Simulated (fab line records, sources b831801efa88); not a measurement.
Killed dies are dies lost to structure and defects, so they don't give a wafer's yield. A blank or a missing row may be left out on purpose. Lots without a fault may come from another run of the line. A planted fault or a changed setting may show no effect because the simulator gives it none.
Which tool did it? | flow sky130 | 24 lots, 72 wafers sampled, at 5 steps of a route of 708

WHAT THE GAUGES READ, wafer by wafer
SKY_CONTACT_CD_MEAS_14: target cd 170 nm.
lot  | measured     | on        | cd_nm (nm)
L074 | day 31 04:52 | cd_sem-01 | 171.4 171.1 169.3
L075 | day 31 06:28 | cd_sem-01 | 170.2 170.6 170.9
L076 | day 32 01:11 | cd_sem-02 | 167.4 167.6 168.1
L077 | day 32 04:48 | cd_sem-01 | 169.7 169.9 172.0
L078 | day 32 16:37 | cd_sem-02 | 168.4 169.1 168.3
L079 | day 33 12:26 | cd_sem-01 | 170.8 172.2 169.4
L080 | day 33 19:04 | cd_sem-02 | 170.2 170.6 171.3
L081 | day 33 23:47 | cd_sem-01 | 170.8 171.8 171.2
L082 | day 34 13:59 | cd_sem-01 | 170.0 170.5 169.2
L083 | day 34 17:47 | cd_sem-02 | 167.5 167.3 167.3
L085 | day 35 14:16 | cd_sem-01 | 170.1 171.5 171.5
L084 | day 35 18:35 | cd_sem-02 | 169.8 170.9 170.4
L087 | day 36 05:53 | cd_sem-01 | 168.9 170.3 167.9
L086 | day 36 06:06 | cd_sem-01 | 165.7 166.7 166.1
L088 | day 36 12:08 | cd_sem-01 | 168.2 166.7 166.7
L090 | day 36 18:37 | cd_sem-02 | 168.1 167.9 167.8
L089 | day 36 19:46 | cd_sem-02 | 169.6 168.0 168.3
L091 | day 36 22:13 | cd_sem-02 | 169.0 170.3 168.9
L093 | day 37 14:15 | cd_sem-01 | 170.6 170.3 168.9
L092 | day 37 17:22 | cd_sem-02 | 169.9 169.9 170.1
L094 | day 37 23:49 | cd_sem-02 | 170.1 171.1 170.4
L095 | day 38 04:06 | cd_sem-01 | 169.2 168.5 167.6
L096 | day 38 07:30 | cd_sem-01 | 169.1 169.4 168.4
L097 | day 38 18:36 | cd_sem-01 | 169.7 168.9 170.0

SKY_VIA2_THK_MEAS_01.
lot  | measured     | on            | VIA2_HDPCVD_THK (nm)
L074 | day 34 18:19 | film_metro-01 | 1148 1138 1149
L075 | day 34 21:41 | film_metro-04 | 1142 1103 1137
L076 | day 35 15:38 | film_metro-03 | 1148 1144 1139
L077 | day 35 18:01 | film_metro-03 | 1112 1139 1129
L078 | day 36 05:20 | film_metro-01 | 1116 1115 1112
L079 | day 37 01:05 | film_metro-01 | 1124 1137 1117
L080 | day 37 07:52 | film_metro-04 | 1143 1126 1132
L081 | day 37 12:21 | film_metro-03 | 1144 1143 1135
L082 | day 38 01:34 | film_metro-01 | 1145 1129 1137
L083 | day 38 06:10 | film_metro-01 | 1134 1137 1130
L085 | day 39 02:29 | film_metro-03 | 1124 1118 1140
L084 | day 39 06:26 | film_metro-03 | 1110 1129 1118
L087 | day 39 16:00 | film_metro-01 | 1147 1138 1140
L086 | day 39 16:59 | film_metro-01 | 1121 1132 1127
L088 | day 39 22:47 | film_metro-03 | 1120 1122 1128
L090 | day 40 06:04 | film_metro-03 | 1115 1118 1133
L089 | day 40 06:24 | film_metro-01 | 1126 1114 1131
L091 | day 40 09:29 | film_metro-04 | 1127 1130 1120
L093 | day 40 23:29 | film_metro-03 | 1123 1134 1116
L092 | day 41 02:31 | film_metro-01 | 1134 1137 1121
L094 | day 41 07:52 | film_metro-01 | 1126 1128 1136
L095 | day 41 12:16 | film_metro-01 | 1162 1144 1146
L096 | day 41 15:47 | film_metro-01 | 1146 1153 1140
L097 | day 42 00:17 | film_metro-03 | 1139 1129 1138

SKY_VIA3_THK_MEAS_23: measures by xrf.
lot  | measured     | on            | VIA3_W_THK (nm)
L074 | day 39 08:34 | film_metro-03 | 408 408 409
L075 | day 39 11:09 | film_metro-03 | 405 416 411
L076 | day 40 03:48 | film_metro-03 | 402 399 406
L077 | day 40 06:44 | film_metro-01 | 402 411 409
L078 | day 40 16:35 | film_metro-01 | 392 393 400
L079 | day 41 12:08 | film_metro-01 | 393 392 390
L080 | day 41 17:36 | film_metro-02 | 387 383 385
L081 | day 41 21:16 | film_metro-01 | 397 401 403
L082 | day 42 09:29 | film_metro-02 | 404 403 411
L083 | day 42 14:05 | film_metro-01 | 400 402 402
L085 | day 43 07:43 | film_metro-03 | 409 402 408
L084 | day 43 10:56 | film_metro-01 | 401 398 403
L087 | day 43 19:01 | film_metro-01 | 396 395 397
L086 | day 43 19:39 | film_metro-03 | 396 400 398
L088 | day 44 02:46 | film_metro-01 | 407 398 403
L090 | day 44 07:43 | film_metro-01 | 396 392 400
L089 | day 44 09:16 | film_metro-02 | 399 399 396
L091 | day 44 10:55 | film_metro-02 | 400 403 390
L093 | day 44 22:49 | film_metro-02 | 409 404 412
L092 | day 45 01:51 | film_metro-03 | 409 406 395
L094 | day 45 08:49 | film_metro-02 | 400 402 409
L095 | day 45 12:25 | film_metro-01 | 397 395 401
L096 | day 45 14:53 | film_metro-01 | 408 406 403
L097 | day 45 22:27 | film_metro-02 | 398 400 401

WHICH TOOL RAN EACH LOT (tool, then ch and the chambers of the sampled wafers, then the start)
lot  | SKY_METAL2_SPUTTER_04        | SKY_VIA3_ETCH_14
L074 | pvd_sputter-01, day 33 14:49 | rie_diel-04 ch 0,1,2, day 39 07:31
L075 | pvd_sputter-03, day 33 17:38 | rie_diel-02 ch 1,2,3, day 39 10:09
L076 | pvd_sputter-01, day 34 12:02 | rie_diel-04 ch 1,2,3, day 40 02:43
L077 | pvd_sputter-02, day 34 14:28 | rie_diel-03 ch 1,3, day 40 05:43
L078 | pvd_sputter-03, day 35 02:09 | rie_diel-02 ch 0,1,2, day 40 15:27
L079 | pvd_sputter-01, day 35 21:55 | rie_diel-02 ch 0,1, day 41 11:00
L080 | pvd_sputter-02, day 36 04:14 | rie_diel-02 ch 0,1,2, day 41 16:28
L081 | pvd_sputter-01, day 36 09:05 | rie_diel-02 ch 0,1,2, day 41 20:13
L082 | pvd_sputter-02, day 36 21:38 | rie_diel-03 ch 0,1,2, day 42 08:28
L083 | pvd_sputter-03, day 37 03:04 | rie_diel-03 ch 0,2, day 42 13:04
L085 | pvd_sputter-02, day 37 23:41 | rie_diel-02 ch 0,2,3, day 43 06:40
L084 | pvd_sputter-03, day 38 03:19 | rie_diel-04 ch 0,1, day 43 09:56
L087 | pvd_sputter-02, day 38 13:43 | rie_diel-04 ch 0,1,3, day 43 17:56
L086 | pvd_sputter-03, day 38 14:23 | rie_diel-02 ch 2,3, day 43 18:37
L088 | pvd_sputter-01, day 38 20:50 | rie_diel-03 ch 0,2, day 44 01:42
L090 | pvd_sputter-02, day 39 03:40 | rie_diel-02 ch 1,2,3, day 44 06:43
L089 | pvd_sputter-01, day 39 04:15 | rie_diel-04 ch 0,1, day 44 07:47
L091 | pvd_sputter-03, day 39 07:16 | rie_diel-03 ch 0,1,3, day 44 09:56
L093 | pvd_sputter-03, day 39 22:13 | rie_diel-04 ch 0,1,2, day 44 21:48
L092 | pvd_sputter-03, day 40 01:08 | rie_diel-03 ch 0,1,2, day 45 00:51
L094 | pvd_sputter-01, day 40 07:11 | rie_diel-04 ch 1,2,3, day 45 07:43
L095 | pvd_sputter-02, day 40 10:55 | rie_diel-04 ch 1,2,3, day 45 11:25
L096 | pvd_sputter-03, day 40 14:46 | rie_diel-02 ch 0,1,3, day 45 13:53
L097 | pvd_sputter-01, day 41 00:12 | rie_diel-02 ch 0,2,3, day 45 21:26
- SKY_METAL2_SPUTTER_04: material TiN, target thk 70 nm, time 58.3 s.
- SKY_VIA3_ETCH_14: etches BARC in N2/H2, stops on SiO2, time 45.9 s, target depth 60 nm.

WHAT THE TOOLS THEMSELVES READ (means of the sampled wafers that have a number; where no wafer has one, the mark that the record gives instead)
SKY_METAL2_SPUTTER_04.
lot  | tool           | throttle_valve_pct (%)
L074 | pvd_sputter-01 | 29.4
L075 | pvd_sputter-03 | 28.8
L076 | pvd_sputter-01 | 30.3
L077 | pvd_sputter-02 | 30.6
L078 | pvd_sputter-03 | 28.9
L079 | pvd_sputter-01 | 29.5
L080 | pvd_sputter-02 | 30.1
L081 | pvd_sputter-01 | 29.5
L082 | pvd_sputter-02 | 30.0
L083 | pvd_sputter-03 | 28.8
L085 | pvd_sputter-02 | 29.8
L084 | pvd_sputter-03 | 29.4
L087 | pvd_sputter-02 | 30.1
L086 | pvd_sputter-03 | 28.3
L088 | pvd_sputter-01 | 29.5
L090 | pvd_sputter-02 | 30.6
L089 | pvd_sputter-01 | 29.5
L091 | pvd_sputter-03 | 29.1
L093 | pvd_sputter-03 | 29.4
L092 | pvd_sputter-03 | 28.8
L094 | pvd_sputter-01 | 30.6
L095 | pvd_sputter-02 | 30.6
L096 | pvd_sputter-03 | 29.0
L097 | pvd_sputter-01 | 29.1

SKY_VIA3_ETCH_14.
lot  | tool        | drypump_motor_current_A (A) | oes_product_au (a.u.) | throttle_valve_pct (%)
L074 | rie_diel-04 | 5.5                         | 0.857                 | 13.222
L075 | rie_diel-02 | 5.4                         | 0.854                 | 13.233
L076 | rie_diel-04 | 5.7                         | 0.856                 | 13.230
L077 | rie_diel-03 | 6.1                         | 0.853                 | 13.215
L078 | rie_diel-02 | 5.7                         | 0.859                 | 13.220
L079 | rie_diel-02 | 5.6                         | 0.852                 | 13.232
L080 | rie_diel-02 | 5.7                         | 0.856                 | 13.224
L081 | rie_diel-02 | 5.7                         | 0.859                 | 13.223
L082 | rie_diel-03 | 5.8                         | 0.856                 | 13.219
L083 | rie_diel-03 | 5.7                         | 0.850                 | 13.234
L085 | rie_diel-02 | 5.5                         | 0.854                 | 13.220
L084 | rie_diel-04 | 5.1                         | 0.857                 | 13.220
L087 | rie_diel-04 | 5.3                         | 0.853                 | 13.226
L086 | rie_diel-02 | 5.5                         | 0.851                 | 13.218
L088 | rie_diel-03 | 5.8                         | 0.856                 | 13.224
L090 | rie_diel-02 | 5.4                         | 0.854                 | 13.230
L089 | rie_diel-04 | 5.1                         | 0.863                 | 13.221
L091 | rie_diel-03 | 5.9                         | 0.851                 | 13.228
L093 | rie_diel-04 | 5.5                         | 0.851                 | 13.222
L092 | rie_diel-03 | 5.8                         | 0.855                 | 13.220
L094 | rie_diel-04 | 5.7                         | 0.851                 | 13.225
L095 | rie_diel-04 | 5.7                         | 0.855                 | 13.224
L096 | rie_diel-02 | 5.4                         | 0.854                 | 13.225
L097 | rie_diel-02 | 5.5                         | 0.860                 | 13.226

THE ANSWER, worked out from the rows above alone
Rule: what is usual is taken from the lots themselves. Put in order of their means at a reading, lots are off if they are a third of the lots or fewer, leave a main group of 4 or more, and stand apart from it by a gap of 3 or more times the standard deviation of the main group's means; of several such gaps the widest counts. A main group whose means are all the same, to the digits that the tables above print for the reading, isn't used. A lot without any number at a reading at which 4 lots or more have one is off too. The other lots that the step has rows for count as sound. The gauges are gone through in route order, then the tools' own readings, and for those a lot's mean is taken as printed above. The first step at which some lot is off is used, and at that step the reading that is off furthest; a lot without a number counts as furthest.
No lot is off at any reading shown: from this, nothing can be told.

WHAT THE SIMULATOR HAD PUT IN
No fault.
